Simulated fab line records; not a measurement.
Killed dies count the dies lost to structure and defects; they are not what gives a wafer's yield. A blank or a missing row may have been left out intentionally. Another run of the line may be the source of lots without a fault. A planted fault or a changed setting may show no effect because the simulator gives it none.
The tool behind it: which one? + flow gf180mcu + 11 lots, 33 wafers sampled, at 5 steps of a route of 602

== WHAT THE GAUGES READ, wafer by wafer ==
GF_VT_IMPLANT_TW_MEAS_43.
| lot  | measured     | on            | VT_IMPLANT_4_TW   |
|------|--------------|---------------|-------------------|
| L341 | day 7 13:20  | film-metro-03 | 695 705 697       |
| L343 | day 8 03:07  | film-metro-03 | 698 701 702       |
| L347 | day 9 04:02  | film-metro-03 | 703 700 702       |
| L349 | day 9 16:50  | film-metro-03 | 700 702 708       |
| L351 | day 10 06:28 | film-metro-02 | 683 683 687       |
| L352 | day 10 10:48 | film-metro-03 | 694 701 697       |
| L353 | day 10 20:11 | film-metro-04 | 688 683 685       |
| L354 | day 11 02:39 | film-metro-03 | 705 702 709       |
| L357 | day 12 00:22 | film-metro-02 | 684 685 687       |
| L361 | day 12 23:49 | film-metro-02 | 30 30 30 30 30 30 |
| L364 | day 13 16:10 | film-metro-03 | 701 706 705       |

GF_PSD_OVL_MEAS_08.
| lot  | measured     | on         | PSD_OVL (nm) |
|------|--------------|------------|--------------|
| L341 | day 14 10:19 | overlay-02 | 2.4 1.1 0.9  |
| L343 | day 15 11:46 | overlay-02 | 2.8 1.9 3.4  |
| L347 | day 16 14:49 | overlay-02 | 1.1 1.3 0.9  |
| L349 | day 17 01:09 | overlay-01 | -0.1 1.7 0.9 |
| L351 | day 17 19:03 | overlay-02 | 3.5 3.3 3.0  |
| L352 | day 18 05:07 | overlay-02 | 1.3 2.5 1.7  |
| L353 | day 18 17:00 | overlay-01 | 0.6 -0.5 0.4 |
| L354 | day 18 19:14 | overlay-02 | 4.2 3.8 3.3  |
| L357 | day 20 02:25 | overlay-01 | 1.6 1.1 3.2  |
| L364 | day 21 17:32 | overlay-02 | 4.4 2.3 2.0  |

GF_SAB_OVL_MEAS_10.
| lot  | measured     | on         | SAB_OVL (nm)   |
|------|--------------|------------|----------------|
| L341 | day 15 08:22 | overlay-02 | -0.2 0.7 0.0   |
| L343 | day 16 10:07 | overlay-01 | -1.0 -1.7 0.2  |
| L347 | day 17 14:10 | overlay-01 | 0.2 -1.7 -1.6  |
| L349 | day 18 00:24 | overlay-01 | -0.6 0.6 0.4   |
| L351 | day 18 19:39 | overlay-02 | -0.8 0.2 0.5   |
| L352 | day 19 05:56 | overlay-02 | 0.4 -0.7 0.6   |
| L353 | day 19 17:43 | overlay-01 | -0.5 0.6 -1.4  |
| L354 | day 19 20:05 | overlay-01 | -0.6 -2.8 -2.2 |
| L357 | day 21 02:35 | overlay-02 | 0.8 0.0 -0.7   |
| L364 | day 22 15:53 | overlay-01 | -2.8 0.2 -0.1  |

== WHAT TOOL EACH LOT RAN ON (gives the tool, then ch and the chambers of the sampled wafers, and finally the start) ==
| lot  | GF_VT_IMPLANT_STRIP_31               | GF_VT_IMPLANT_STRIP_42               |
|------|--------------------------------------|--------------------------------------|
| L341 | plasma-asher-03 ch 0,1, day 6 21:00  | plasma-asher-03 ch 0,1, day 7 13:16  |
| L343 | plasma-asher-01 ch 0,1, day 7 11:04  | plasma-asher-03 ch 0,1, day 8 03:01  |
| L347 | plasma-asher-03 ch 0,1, day 8 11:57  | plasma-asher-03 ch 0,1, day 9 03:58  |
| L349 | plasma-asher-03 ch 0,1, day 8 23:52  | plasma-asher-03 ch 0,1, day 9 16:44  |
| L351 | plasma-asher-03 ch 0,1, day 9 13:58  | plasma-asher-01 ch 0,1, day 10 06:22 |
| L352 | plasma-asher-03 ch 0, day 9 18:08    | plasma-asher-03 ch 1, day 10 10:41   |
| L353 | plasma-asher-03 ch 0,1, day 10 03:31 | plasma-asher-02 ch 0,1, day 10 20:05 |
| L354 | plasma-asher-03 ch 0,1, day 10 09:19 | plasma-asher-01 ch 0,1, day 11 02:33 |
| L357 | plasma-asher-01 ch 0,1, day 11 05:18 | plasma-asher-02 ch 0,1, day 12 00:16 |
| L361 | plasma-asher-03 ch 0,1, day 12 05:04 | plasma-asher-02 ch 0,1, day 12 23:43 |
| L364 | plasma-asher-01 ch 0,1, day 12 20:49 | plasma-asher-02 ch 0,1, day 13 16:04 |
- GF_VT_IMPLANT_STRIP_31: strips in O2/N2.
- GF_VT_IMPLANT_STRIP_42: strips in O2/N2.

== AS READ BY THE TOOLS THEMSELVES (means over the sampled wafers that have a number; for cases with no such wafer, the mark the record gives instead) ==
GF_VT_IMPLANT_STRIP_31.
| lot  | tool            | drypump-motor-current-A (A) | heater-power-w (W) | oes-product-au (a.u.) | strip-time-to-endpoint-s (s) |
|------|-----------------|-----------------------------|--------------------|-----------------------|------------------------------|
| L341 | plasma-asher-03 | 5.8                         | 400                | 0.719                 | 12.61                        |
| L343 | plasma-asher-01 | 5.7                         | 351                | 0.714                 | 12.60                        |
| L347 | plasma-asher-03 | 5.9                         | 397                | 0.720                 | 12.58                        |
| L349 | plasma-asher-03 | 6.1                         | 381                | 0.722                 | 12.67                        |
| L351 | plasma-asher-03 | 5.9                         | 395                | 0.722                 | 12.62                        |
| L352 | plasma-asher-03 | 6.4                         | 386                | 0.713                 | 12.65                        |
| L353 | plasma-asher-03 | 6.1                         | 384                | 0.715                 | 12.67                        |
| L354 | plasma-asher-03 | 5.9                         | 395                | 0.714                 | 12.64                        |
| L357 | plasma-asher-01 | 5.5                         | 340                | 0.719                 | 12.70                        |
| L361 | plasma-asher-03 | 6.1                         | 384                | 0.936                 | -                            |
| L364 | plasma-asher-01 | 5.7                         | 357                | 0.717                 | 12.66                        |

GF_VT_IMPLANT_STRIP_42.
| lot  | tool            | drypump-motor-current-A (A) | heater-power-w (W) | oes-product-au (a.u.) | strip-time-to-endpoint-s (s) |
|------|-----------------|-----------------------------|--------------------|-----------------------|------------------------------|
| L341 | plasma-asher-03 | 6.1                         | 386                | 0.714                 | 12.65                        |
| L343 | plasma-asher-03 | 5.9                         | 402                | 0.717                 | 12.65                        |
| L347 | plasma-asher-03 | 5.9                         | 392                | 0.716                 | 12.67                        |
| L349 | plasma-asher-03 | 6.1                         | 385                | 0.718                 | 12.60                        |
| L351 | plasma-asher-01 | 5.7                         | 356                | 0.718                 | 12.63                        |
| L352 | plasma-asher-03 | 5.6                         | 404                | 0.718                 | 12.68                        |
| L353 | plasma-asher-02 | 5.3                         | 337                | 0.716                 | 12.71                        |
| L354 | plasma-asher-01 | 5.7                         | 350                | 0.713                 | 12.64                        |
| L357 | plasma-asher-02 | 5.3                         | 339                | 0.717                 | 12.67                        |
| L361 | plasma-asher-02 | 5.3                         | 344                | 0.716                 | 18.77                        |
| L364 | plasma-asher-02 | 5.3                         | 345                | 0.719                 | 12.67                        |

== THE ANSWER, worked out from the rows above alone ==
Rule: what is usual is taken from the lots themselves. The widest of any qualifying gaps counts: lots, ordered by their means at a reading, are off when they make up no more than a third of the lots, leave a main group of 4 or more, and stand apart from it by 3 or more times the standard deviation of that group's means. If all means in a main group match to the digits the tables above print for the reading, that group is not used. A lot without any number at a reading at which 4 lots or more have one is off too. Any other lot the step has rows for is counted as sound. After the gauges, taken in route order, come the tools' own readings; for these a lot's mean is taken, as printed above. At the first step where some lot is off, the reading lying furthest off is the one used; lots without a number count as furthest.
Off: at GF_VT_IMPLANT_TW_MEAS_43 (VT_IMPLANT_4_TW), L361. The main group: mean 697, standard deviation 7.9.
A tool fits if, at a process step before that reading, it ran every lot that is off, and no sound lot after the first of them. The gauges at GF_VT_IMPLANT_TW_MEAS_43 aren't tried: what is off there is off at GF_VT_IMPLANT_STRIP_31 too, on other tools, and a gauge's error can't cause that. One fits: plasma-asher-03 at GF_VT_IMPLANT_STRIP_31. A fault onset in the window from L354 (day 10 09:19, its last sound lot) to L361 (day 12 05:04, its first lot off) fits.
The tool's own readings at GF_VT_IMPLANT_STRIP_31 bear it out: on the lots that are off they differ by more than 5 times the standard deviation of the sound lots' means. oes-product-au reads 0.936 a.u. there against 0.718 a.u. on the sound lots.
Blank at GF_VT_IMPLANT_STRIP_31 on the lots that are off, where sound lots have numbers: strip-time-to-endpoint-s.

== WHAT THE SIMULATOR PUT IN ==
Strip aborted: plasma-asher-03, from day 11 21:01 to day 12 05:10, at GF_VT_IMPLANT_STRIP_31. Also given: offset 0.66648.
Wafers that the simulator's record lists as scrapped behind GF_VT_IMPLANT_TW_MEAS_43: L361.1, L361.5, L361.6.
Struck lots among those shown: L361. The rule given above showed the same thing.
